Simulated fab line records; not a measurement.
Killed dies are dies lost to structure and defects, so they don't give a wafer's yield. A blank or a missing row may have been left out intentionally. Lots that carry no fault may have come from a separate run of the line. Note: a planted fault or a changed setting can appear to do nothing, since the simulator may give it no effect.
Which tool was responsible? || flow gf180mcu || 14 lots with 42 wafers sampled at 6 steps, on a route of 602 steps

== WHAT THE GAUGES SHOWED, per wafer ==
GF_STI_THK_MEAS_02. Usual: STI_OXIDATION_THK 9.99 nm, standard deviation 0.17.
{"lot": "L663", "measured": "day 1 15:01", "on": "film_metro-04", "STI_OXIDATION_THK (nm)": "9.96 9.87 9.98", "flag": ""}
{"lot": "L665", "measured": "day 1 23:03", "on": "film_metro-04", "STI_OXIDATION_THK (nm)": "10.03 9.91 10.03", "flag": ""}
{"lot": "L666", "measured": "day 2 02:31", "on": "film_metro-04", "STI_OXIDATION_THK (nm)": "10.04 10.03 10.08", "flag": ""}
{"lot": "L667", "measured": "day 2 07:56", "on": "film_metro-01", "STI_OXIDATION_THK (nm)": "10.33 10.31 10.15", "flag": ""}
{"lot": "L669", "measured": "day 2 17:47", "on": "film_metro-04", "STI_OXIDATION_THK (nm)": "9.94 10.10 9.93", "flag": ""}
{"lot": "L670", "measured": "day 2 23:48", "on": "film_metro-01", "STI_OXIDATION_THK (nm)": "9.84 9.87 9.60", "flag": ""}
{"lot": "L674", "measured": "day 3 18:31", "on": "film_metro-01", "STI_OXIDATION_THK (nm)": "10.01 9.80 10.18", "flag": ""}
{"lot": "L678", "measured": "day 4 14:31", "on": "film_metro-04", "STI_OXIDATION_THK (nm)": "10.17 9.94 10.10", "flag": ""}
{"lot": "L679", "measured": "day 4 19:31", "on": "film_metro-01", "STI_OXIDATION_THK (nm)": "10.00 10.12 10.04", "flag": ""}
{"lot": "L682", "measured": "day 5 10:31", "on": "film_metro-01", "STI_OXIDATION_THK (nm)": "10.10 10.08 10.12", "flag": ""}
{"lot": "L683", "measured": "day 5 15:34", "on": "film_metro-03", "STI_OXIDATION_THK (nm)": "10.36 10.09 9.88", "flag": ""}
{"lot": "L684", "measured": "day 5 20:31", "on": "film_metro-01", "STI_OXIDATION_THK (nm)": "9.89 9.94 10.16", "flag": ""}
{"lot": "L685", "measured": "day 6 01:31", "on": "film_metro-03", "STI_OXIDATION_THK (nm)": "9.80 9.93 9.87", "flag": ""}
{"lot": "L686", "measured": "day 6 06:31", "on": "film_metro-04", "STI_OXIDATION_THK (nm)": "9.79 9.77 9.71", "flag": ""}

GF_MVSD_OVL_MEAS_07. Usual: MVSD_OVL 0.4 nm, standard deviation 1.3.
{"lot": "L663", "measured": "day 4 14:26", "on": "overlay-02", "MVSD_OVL (nm)": "-1.4 0.1 -1.4", "flag": ""}
{"lot": "L665", "measured": "day 4 23:06", "on": "overlay-01", "MVSD_OVL (nm)": "-0.3 0.8 -1.2", "flag": ""}
{"lot": "L666", "measured": "day 5 03:47", "on": "overlay-01", "MVSD_OVL (nm)": "0.9 1.2 2.2", "flag": ""}
{"lot": "L667", "measured": "day 5 08:24", "on": "overlay-02", "MVSD_OVL (nm)": "1.0 1.2 1.3", "flag": ""}
{"lot": "L669", "measured": "day 5 19:30", "on": "overlay-02", "MVSD_OVL (nm)": "-0.8 0.1 0.8", "flag": ""}
{"lot": "L670", "measured": "day 6 03:31", "on": "overlay-01", "MVSD_OVL (nm)": "1.8 0.9 2.5", "flag": ""}
{"lot": "L674", "measured": "day 6 23:41", "on": "overlay-02", "MVSD_OVL (nm)": "-0.3 -0.4 1.7", "flag": ""}
{"lot": "L678", "measured": "day 7 23:52", "on": "overlay-02", "MVSD_OVL (nm)": "0.6 1.5 0.1", "flag": ""}
{"lot": "L679", "measured": "day 8 07:08", "on": "overlay-01", "MVSD_OVL (nm)": "-0.7 -0.4 1.1", "flag": ""}
{"lot": "L682", "measured": "day 9 00:02", "on": "overlay-01", "MVSD_OVL (nm)": "-0.7 -1.2 0.0", "flag": ""}
{"lot": "L683", "measured": "day 9 05:02", "on": "overlay-01", "MVSD_OVL (nm)": "-1.0 0.2 -0.2", "flag": ""}
{"lot": "L684", "measured": "day 9 11:07", "on": "overlay-02", "MVSD_OVL (nm)": "-0.5 -0.3 -2.7", "flag": ""}
{"lot": "L685", "measured": "day 9 16:17", "on": "overlay-01", "MVSD_OVL (nm)": "-1.4 0.7 -0.7", "flag": ""}
{"lot": "L686", "measured": "day 9 21:56", "on": "overlay-02", "MVSD_OVL (nm)": "-0.1 1.0 0.4", "flag": ""}

GF_MVPSD_OVL_MEAS_07. Usual: MVPSD_OVL -0.5 nm, standard deviation 1.5.
{"lot": "L663", "measured": "day 5 04:33", "on": "overlay-01", "MVPSD_OVL (nm)": "1.7 -1.0 0.0", "flag": ""}
{"lot": "L665", "measured": "day 5 13:33", "on": "overlay-01", "MVPSD_OVL (nm)": "-0.4 -0.9 -0.3", "flag": ""}
{"lot": "L666", "measured": "day 5 18:18", "on": "overlay-01", "MVPSD_OVL (nm)": "2.6 1.6 3.5", "flag": ""}
{"lot": "L667", "measured": "day 5 23:21", "on": "overlay-02", "MVPSD_OVL (nm)": "-1.0 -0.9 -3.1", "flag": ""}
{"lot": "L669", "measured": "day 6 11:05", "on": "overlay-01", "MVPSD_OVL (nm)": "-1.6 -4.2 -1.6", "flag": ""}
{"lot": "L670", "measured": "day 6 18:36", "on": "overlay-01", "MVPSD_OVL (nm)": "-1.1 0.1 1.3", "flag": ""}
{"lot": "L674", "measured": "day 7 15:45", "on": "overlay-01", "MVPSD_OVL (nm)": "-3.0 -0.3 -0.1", "flag": ""}
{"lot": "L678", "measured": "day 8 16:41", "on": "overlay-02", "MVPSD_OVL (nm)": "-1.8 0.1 -1.0", "flag": ""}
{"lot": "L679", "measured": "day 9 00:23", "on": "overlay-01", "MVPSD_OVL (nm)": "-3.0 -0.6 -1.0", "flag": ""}
{"lot": "L682", "measured": "day 9 17:20", "on": "overlay-02", "MVPSD_OVL (nm)": "-1.4 -1.1 -1.1", "flag": ""}
{"lot": "L683", "measured": "day 9 22:14", "on": "overlay-01", "MVPSD_OVL (nm)": "-1.6 -0.8 -2.3", "flag": ""}
{"lot": "L684", "measured": "day 10 04:54", "on": "overlay-02", "MVPSD_OVL (nm)": "-0.5 1.7 0.6", "flag": ""}
{"lot": "L685", "measured": "day 10 09:36", "on": "overlay-02", "MVPSD_OVL (nm)": "-0.7 -2.1 -0.9", "flag": ""}
{"lot": "L686", "measured": "day 10 16:00", "on": "overlay-02", "MVPSD_OVL (nm)": "-0.6 -0.1 -0.3", "flag": ""}

GF_MVPSD_TW_MEAS_11. Usual: MVPSD_TW 556, standard deviation 4.6.
{"lot": "L663", "measured": "day 5 04:59", "on": "film_metro-02", "MVPSD_TW": "563 562 564", "flag": ""}
{"lot": "L665", "measured": "day 5 14:00", "on": "film_metro-03", "MVPSD_TW": "557 556 558", "flag": ""}
{"lot": "L666", "measured": "day 5 18:44", "on": "film_metro-02", "MVPSD_TW": "559 563 561", "flag": ""}
{"lot": "L667", "measured": "day 5 23:48", "on": "film_metro-03", "MVPSD_TW": "559 557 557", "flag": ""}
{"lot": "L669", "measured": "day 6 11:32", "on": "film_metro-01", "MVPSD_TW": "555 551 553", "flag": ""}
{"lot": "L670", "measured": "day 6 19:02", "on": "film_metro-02", "MVPSD_TW": "562 562 565", "flag": ""}
{"lot": "L674", "measured": "day 7 16:11", "on": "film_metro-01", "MVPSD_TW": "553 556 552", "flag": ""}
{"lot": "L678", "measured": "day 8 17:08", "on": "film_metro-02", "MVPSD_TW": "30 30 30", "flag": "OFF"}
{"lot": "L679", "measured": "day 9 00:49", "on": "film_metro-01", "MVPSD_TW": "30 30 30", "flag": "OFF"}
{"lot": "L682", "measured": "day 9 17:47", "on": "film_metro-01", "MVPSD_TW": "552 552 549", "flag": ""}
{"lot": "L683", "measured": "day 9 22:40", "on": "film_metro-02", "MVPSD_TW": "559 559 558", "flag": ""}
{"lot": "L684", "measured": "day 10 05:20", "on": "film_metro-01", "MVPSD_TW": "550 551 547", "flag": ""}
{"lot": "L685", "measured": "day 10 10:02", "on": "film_metro-03", "MVPSD_TW": "555 559 556", "flag": ""}
{"lot": "L686", "measured": "day 10 16:26", "on": "film_metro-01", "MVPSD_TW": "551 552 551", "flag": ""}

== TOOL THAT RAN EACH LOT (tool first, then ch and the chambers of the sampled wafers, then the start) ==
{"lot": "L663", "GF_MVSD_STRIP_10": "plasma_asher-04 ch 0,1, day 4 14:46", "GF_MVPSD_STRIP_10": "plasma_asher-02 ch 0,1, day 5 04:53"}
{"lot": "L665", "GF_MVSD_STRIP_10": "plasma_asher-01 ch 0,1, day 4 23:26", "GF_MVPSD_STRIP_10": "plasma_asher-04 ch 0, day 5 13:53"}
{"lot": "L666", "GF_MVSD_STRIP_10": "plasma_asher-03 ch 0,1, day 5 04:07", "GF_MVPSD_STRIP_10": "plasma_asher-01 ch 0,1, day 5 18:38"}
{"lot": "L667", "GF_MVSD_STRIP_10": "plasma_asher-04 ch 0,1, day 5 08:45", "GF_MVPSD_STRIP_10": "plasma_asher-02 ch 0,1, day 5 23:42"}
{"lot": "L669", "GF_MVSD_STRIP_10": "plasma_asher-03 ch 0,1, day 5 19:50", "GF_MVPSD_STRIP_10": "plasma_asher-02 ch 0,1, day 6 11:26"}
{"lot": "L670", "GF_MVSD_STRIP_10": "plasma_asher-03 ch 0,1, day 6 03:50", "GF_MVPSD_STRIP_10": "plasma_asher-02 ch 0,1, day 6 18:56"}
{"lot": "L674", "GF_MVSD_STRIP_10": "plasma_asher-01 ch 0,1, day 7 00:01", "GF_MVPSD_STRIP_10": "plasma_asher-01 ch 0,1, day 7 16:05"}
{"lot": "L678", "GF_MVSD_STRIP_10": "plasma_asher-04 ch 0,1, day 8 00:11", "GF_MVPSD_STRIP_10": "plasma_asher-04 ch 0,1, day 8 17:01"}
{"lot": "L679", "GF_MVSD_STRIP_10": "plasma_asher-03 ch 0,1, day 8 07:29", "GF_MVPSD_STRIP_10": "plasma_asher-01 ch 0,1, day 9 00:43"}
{"lot": "L682", "GF_MVSD_STRIP_10": "plasma_asher-04 ch 0,1, day 9 00:22", "GF_MVPSD_STRIP_10": "plasma_asher-01 ch 0,1, day 9 17:41"}
{"lot": "L683", "GF_MVSD_STRIP_10": "plasma_asher-01 ch 0,1, day 9 05:22", "GF_MVPSD_STRIP_10": "plasma_asher-04 ch 0,1, day 9 22:34"}
{"lot": "L684", "GF_MVSD_STRIP_10": "plasma_asher-01 ch 0, day 9 11:26", "GF_MVPSD_STRIP_10": "plasma_asher-01 ch 0,1, day 10 05:14"}
{"lot": "L685", "GF_MVSD_STRIP_10": "plasma_asher-01 ch 0,1, day 9 16:37", "GF_MVPSD_STRIP_10": "plasma_asher-04 ch 0,1, day 10 09:56"}
{"lot": "L686", "GF_MVSD_STRIP_10": "plasma_asher-03 ch 0,1, day 9 22:17", "GF_MVPSD_STRIP_10": "plasma_asher-04 ch 0,1, day 10 16:20"}
- GF_MVSD_STRIP_10: strips in O2/N2.
- GF_MVPSD_STRIP_10: strips in O2/N2.

== WHAT THE TOOLS THEMSELVES READ (means of the sampled wafers that have a number; where no wafer has one, the mark that the record gives instead) ==
GF_MVSD_STRIP_10. Usual: chamber_pressure_mTorr 1500.1 mTorr, standard deviation 1.4; drypump_motor_current_A 5.3 A, standard deviation 0.34; heater_power_w 345 W, standard deviation 31; oes_product_au 0.722 a.u., standard deviation 0.0049; platen_temp_c 250.01 C, standard deviation 0.17; strip_time_to_endpoint_s 36.94 s, standard deviation 0.092.
{"lot": "L663", "tool": "plasma_asher-04", "chamber_pressure_mTorr (mTorr)": 1500.2, "drypump_motor_current_A (A)": 5.0, "heater_power_w (W)": 347, "oes_product_au (a.u.)": 0.721, "platen_temp_c (C)": 249.92, "strip_time_to_endpoint_s (s)": 36.97, "flag": ""}
{"lot": "L665", "tool": "plasma_asher-01", "chamber_pressure_mTorr (mTorr)": 1500.0, "drypump_motor_current_A (A)": 5.3, "heater_power_w (W)": 349, "oes_product_au (a.u.)": 0.724, "platen_temp_c (C)": 250.02, "strip_time_to_endpoint_s (s)": 37.07, "flag": ""}
{"lot": "L666", "tool": "plasma_asher-03", "chamber_pressure_mTorr (mTorr)": 1499.8, "drypump_motor_current_A (A)": 5.7, "heater_power_w (W)": 349, "oes_product_au (a.u.)": 0.722, "platen_temp_c (C)": 249.99, "strip_time_to_endpoint_s (s)": 36.87, "flag": ""}
{"lot": "L667", "tool": "plasma_asher-04", "chamber_pressure_mTorr (mTorr)": 1500.2, "drypump_motor_current_A (A)": 5.0, "heater_power_w (W)": 351, "oes_product_au (a.u.)": 0.720, "platen_temp_c (C)": 250.10, "strip_time_to_endpoint_s (s)": 37.11, "flag": ""}
{"lot": "L669", "tool": "plasma_asher-03", "chamber_pressure_mTorr (mTorr)": 1499.5, "drypump_motor_current_A (A)": 5.7, "heater_power_w (W)": 349, "oes_product_au (a.u.)": 0.725, "platen_temp_c (C)": 249.83, "strip_time_to_endpoint_s (s)": 36.86, "flag": ""}
{"lot": "L670", "tool": "plasma_asher-03", "chamber_pressure_mTorr (mTorr)": 1501.6, "drypump_motor_current_A (A)": 5.6, "heater_power_w (W)": 352, "oes_product_au (a.u.)": 0.722, "platen_temp_c (C)": 250.05, "strip_time_to_endpoint_s (s)": 36.83, "flag": ""}
{"lot": "L674", "tool": "plasma_asher-01", "chamber_pressure_mTorr (mTorr)": 1500.5, "drypump_motor_current_A (A)": 5.3, "heater_power_w (W)": 343, "oes_product_au (a.u.)": 0.727, "platen_temp_c (C)": 250.08, "strip_time_to_endpoint_s (s)": 36.97, "flag": ""}
{"lot": "L678", "tool": "plasma_asher-04", "chamber_pressure_mTorr (mTorr)": "-", "drypump_motor_current_A (A)": "-", "heater_power_w (W)": "-", "oes_product_au (a.u.)": "-", "platen_temp_c (C)": "-", "strip_time_to_endpoint_s (s)": "-", "flag": "OFF"}
{"lot": "L679", "tool": "plasma_asher-03", "chamber_pressure_mTorr (mTorr)": "-", "drypump_motor_current_A (A)": "-", "heater_power_w (W)": "-", "oes_product_au (a.u.)": "-", "platen_temp_c (C)": "-", "strip_time_to_endpoint_s (s)": "-", "flag": "OFF"}
{"lot": "L682", "tool": "plasma_asher-04", "chamber_pressure_mTorr (mTorr)": 1499.5, "drypump_motor_current_A (A)": 5.0, "heater_power_w (W)": 348, "oes_product_au (a.u.)": 0.724, "platen_temp_c (C)": 249.87, "strip_time_to_endpoint_s (s)": 36.92, "flag": ""}
{"lot": "L683", "tool": "plasma_asher-01", "chamber_pressure_mTorr (mTorr)": 1499.8, "drypump_motor_current_A (A)": 5.2, "heater_power_w (W)": 323, "oes_product_au (a.u.)": 0.720, "platen_temp_c (C)": 250.11, "strip_time_to_endpoint_s (s)": 36.91, "flag": ""}
{"lot": "L684", "tool": "plasma_asher-01", "chamber_pressure_mTorr (mTorr)": 1499.6, "drypump_motor_current_A (A)": 5.1, "heater_power_w (W)": 297, "oes_product_au (a.u.)": 0.722, "platen_temp_c (C)": 250.14, "strip_time_to_endpoint_s (s)": 36.81, "flag": ""}
{"lot": "L685", "tool": "plasma_asher-01", "chamber_pressure_mTorr (mTorr)": 1499.1, "drypump_motor_current_A (A)": 5.2, "heater_power_w (W)": 318, "oes_product_au (a.u.)": 0.727, "platen_temp_c (C)": 250.04, "strip_time_to_endpoint_s (s)": 36.94, "flag": ""}
{"lot": "L686", "tool": "plasma_asher-03", "chamber_pressure_mTorr (mTorr)": 1499.5, "drypump_motor_current_A (A)": 5.6, "heater_power_w (W)": 353, "oes_product_au (a.u.)": 0.721, "platen_temp_c (C)": 250.03, "strip_time_to_endpoint_s (s)": 36.86, "flag": ""}

GF_MVPSD_STRIP_10. Usual: chamber_pressure_mTorr 1500.0 mTorr, standard deviation 1.4; drypump_motor_current_A 5.5 A, standard deviation 0.63; heater_power_w 348 W, standard deviation 26; oes_product_au 0.722 a.u., standard deviation 0.0045; platen_temp_c 250.01 C, standard deviation 0.17; strip_time_to_endpoint_s 36.94 s, standard deviation 0.091.
{"lot": "L663", "tool": "plasma_asher-02", "chamber_pressure_mTorr (mTorr)": 1500.5, "drypump_motor_current_A (A)": 6.3, "heater_power_w (W)": 350, "oes_product_au (a.u.)": 0.719, "platen_temp_c (C)": 250.04, "strip_time_to_endpoint_s (s)": 36.98, "flag": ""}
{"lot": "L665", "tool": "plasma_asher-04", "chamber_pressure_mTorr (mTorr)": 1500.0, "drypump_motor_current_A (A)": 4.9, "heater_power_w (W)": 334, "oes_product_au (a.u.)": 0.724, "platen_temp_c (C)": 249.94, "strip_time_to_endpoint_s (s)": 36.87, "flag": ""}
{"lot": "L666", "tool": "plasma_asher-01", "chamber_pressure_mTorr (mTorr)": 1500.8, "drypump_motor_current_A (A)": 5.2, "heater_power_w (W)": 318, "oes_product_au (a.u.)": 0.728, "platen_temp_c (C)": 249.90, "strip_time_to_endpoint_s (s)": 36.98, "flag": ""}
{"lot": "L667", "tool": "plasma_asher-02", "chamber_pressure_mTorr (mTorr)": 1499.4, "drypump_motor_current_A (A)": 6.0, "heater_power_w (W)": 344, "oes_product_au (a.u.)": 0.726, "platen_temp_c (C)": 250.03, "strip_time_to_endpoint_s (s)": 36.92, "flag": ""}
{"lot": "L669", "tool": "plasma_asher-02", "chamber_pressure_mTorr (mTorr)": 1499.7, "drypump_motor_current_A (A)": 6.0, "heater_power_w (W)": 340, "oes_product_au (a.u.)": 0.720, "platen_temp_c (C)": 250.09, "strip_time_to_endpoint_s (s)": 37.01, "flag": ""}
{"lot": "L670", "tool": "plasma_asher-02", "chamber_pressure_mTorr (mTorr)": 1499.7, "drypump_motor_current_A (A)": 6.0, "heater_power_w (W)": 346, "oes_product_au (a.u.)": 0.728, "platen_temp_c (C)": 250.08, "strip_time_to_endpoint_s (s)": 36.93, "flag": ""}
{"lot": "L674", "tool": "plasma_asher-01", "chamber_pressure_mTorr (mTorr)": 1498.9, "drypump_motor_current_A (A)": 5.3, "heater_power_w (W)": 345, "oes_product_au (a.u.)": 0.720, "platen_temp_c (C)": 249.88, "strip_time_to_endpoint_s (s)": 36.94, "flag": ""}
{"lot": "L678", "tool": "plasma_asher-04", "chamber_pressure_mTorr (mTorr)": 1499.6, "drypump_motor_current_A (A)": 5.0, "heater_power_w (W)": 359, "oes_product_au (a.u.)": 0.741, "platen_temp_c (C)": 250.16, "strip_time_to_endpoint_s (s)": 81.39, "flag": "OFF"}
{"lot": "L679", "tool": "plasma_asher-01", "chamber_pressure_mTorr (mTorr)": 1499.8, "drypump_motor_current_A (A)": 5.2, "heater_power_w (W)": 314, "oes_product_au (a.u.)": 0.739, "platen_temp_c (C)": 250.06, "strip_time_to_endpoint_s (s)": 81.24, "flag": "OFF"}
{"lot": "L682", "tool": "plasma_asher-01", "chamber_pressure_mTorr (mTorr)": 1499.3, "drypump_motor_current_A (A)": 5.2, "heater_power_w (W)": 321, "oes_product_au (a.u.)": 0.725, "platen_temp_c (C)": 250.05, "strip_time_to_endpoint_s (s)": 36.88, "flag": ""}
{"lot": "L683", "tool": "plasma_asher-04", "chamber_pressure_mTorr (mTorr)": 1500.7, "drypump_motor_current_A (A)": 4.9, "heater_power_w (W)": 352, "oes_product_au (a.u.)": 0.724, "platen_temp_c (C)": 249.76, "strip_time_to_endpoint_s (s)": 37.09, "flag": ""}
{"lot": "L684", "tool": "plasma_asher-01", "chamber_pressure_mTorr (mTorr)": 1500.6, "drypump_motor_current_A (A)": 5.3, "heater_power_w (W)": 348, "oes_product_au (a.u.)": 0.724, "platen_temp_c (C)": 250.14, "strip_time_to_endpoint_s (s)": 36.82, "flag": ""}
{"lot": "L685", "tool": "plasma_asher-04", "chamber_pressure_mTorr (mTorr)": 1500.5, "drypump_motor_current_A (A)": 5.0, "heater_power_w (W)": 350, "oes_product_au (a.u.)": 0.721, "platen_temp_c (C)": 250.03, "strip_time_to_endpoint_s (s)": 36.88, "flag": ""}
{"lot": "L686", "tool": "plasma_asher-04", "chamber_pressure_mTorr (mTorr)": 1499.7, "drypump_motor_current_A (A)": 5.0, "heater_power_w (W)": 364, "oes_product_au (a.u.)": 0.725, "platen_temp_c (C)": 249.98, "strip_time_to_endpoint_s (s)": 37.04, "flag": ""}

== THE ANSWER, worked out from the rows above alone ==
Rule: take the mean of a lot's wafers that have a number; if it is more than 3 standard deviations from the usual mean, the lot is off. Also off: a lot with no number at a reading for which 4 or more lots have one. The other lots that the step has rows for count as sound. After the gauges, taken in route order, come the tools' own readings; for these a lot's mean is taken, as printed above. The first step at which some lot is off is used, and at that step the reading that is off furthest; a lot without a number counts as furthest.
Off: L678, L679, seen at GF_MVPSD_TW_MEAS_11 (MVPSD_TW).
A tool fits if, at a process step before that reading, it ran every lot that is off, and no sound lot after the first of them. Not tried: the gauges at GF_MVPSD_TW_MEAS_11; whatever is off there is also off at GF_MVSD_STRIP_10, on other tools, and gauge error can't account for it. None of those tried fits.

== WHAT HAD BEEN PUT IN BY THE SIMULATOR ==
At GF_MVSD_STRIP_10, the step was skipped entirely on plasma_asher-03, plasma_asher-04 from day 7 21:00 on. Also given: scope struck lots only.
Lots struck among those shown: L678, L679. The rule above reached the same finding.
